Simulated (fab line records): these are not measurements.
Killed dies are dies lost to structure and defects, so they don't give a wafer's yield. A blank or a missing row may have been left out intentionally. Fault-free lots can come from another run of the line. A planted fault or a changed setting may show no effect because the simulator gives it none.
2 desks looking at one fault | flow gf180mcu | each desk has only its own numbers; what lay behind them comes last

## THE METROLOGY DESK
Means of the sampled wafers that have a number, per lot and without regard to the tool the lot ran on: this is what the gauges read. The brackets show how far a lot's mean lies from the usual mean; more than 4 standard deviations puts the lot out of limits, marked OUT.
Columns: A = INCOMING_BOW at GF_STI_BOW_MEAS_00, usual 0 um; B = NWELL_TW at GF_NWELL_TW_MEAS_11, usual 1573; C = NWELL_RS at GF_VT_IMPLANT_RS_MEAS_47, usual 488.3 ohm/sq
lot  | first seen here | A  | B              | C
L281 | day 1 10:00     | 5  | 1559           | 487.9
L283 | day 1 20:01     | -1 | 1550           | 488.2
L284 | day 2 01:00     | 2  | 1576           | 487.6
L285 | day 2 06:06     | 7  | 1557           | 487.2
L286 | day 2 11:02     | 4  | 1579           | 488.3
L288 | day 2 21:00     | 4  | 1584           | 486.5
L289 | day 3 02:00     | -1 | 1573           | 490.0
L295 | day 4 08:02     | 1  | 1735 (+12) OUT | 641.7 (+99 or more) OUT
L296 | day 4 13:01     | 6  | 1733 (+11) OUT | 642.5 (+99 or more) OUT
L300 | day 5 09:00     | -2 | 1586           | 489.9
L303 | day 6 00:02     | 9  | 1555           | 486.7
L304 | day 6 05:02     | -2 | 1577           | 489.1
Per this desk, out of limits: L295, L296; the first was L295, day 6 06:59 (NWELL_TW at GF_NWELL_TW_MEAS_11). Within limits: L281, L283, L284, L285, L286, L288, L289, L300, L303, L304.

## FOR THE TOOL OWNER'S DESK: implanter-04
The tool's own readings at GF_NWELL_IMPLANT_08, given as means over the sampled wafers that have a number, one for each lot that went through this tool. The brackets show how far a lot's mean lies from the usual mean; more than 4 standard deviations puts the lot out of limits, marked OUT.
Columns: A = tiltDeg at GF_NWELL_IMPLANT_08, usual -0.003 degrees
lot  | first seen here | A
L284 | day 4 03:04     | -0.007
L295 | day 6 06:37     | 3.878 (+99 or more) OUT
L296 | day 6 13:36     | 3.919 (+99 or more) OUT
This desk's finding: out of limits on L295, L296; first on L295, day 6 06:37 (tiltDeg at GF_NWELL_IMPLANT_08). Within limits: L284.

## TAKEN TOGETHER
At day 6 06:37, on L295, L296, the tool owner's desk was in a position to raise an alarm.
L295, L296 would have let the metrology desk raise an alarm at day 6 06:59.
On implanter-04, each named lot ran GF_NWELL_IMPLANT_08.

## WHAT WAS PUT IN BY THE SIMULATOR
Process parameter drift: implanter-04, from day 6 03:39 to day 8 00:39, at GF_NWELL_IMPLANT_08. Setting tiltDeg shifted by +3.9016 from 0. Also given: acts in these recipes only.
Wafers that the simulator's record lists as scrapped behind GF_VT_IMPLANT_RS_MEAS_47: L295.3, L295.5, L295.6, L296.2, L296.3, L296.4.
Shown lots that were struck: L295, L296.
Hours from the fault's start to each desk's first reading out of limits: the tool owner's desk, 3; the metrology desk, 3.
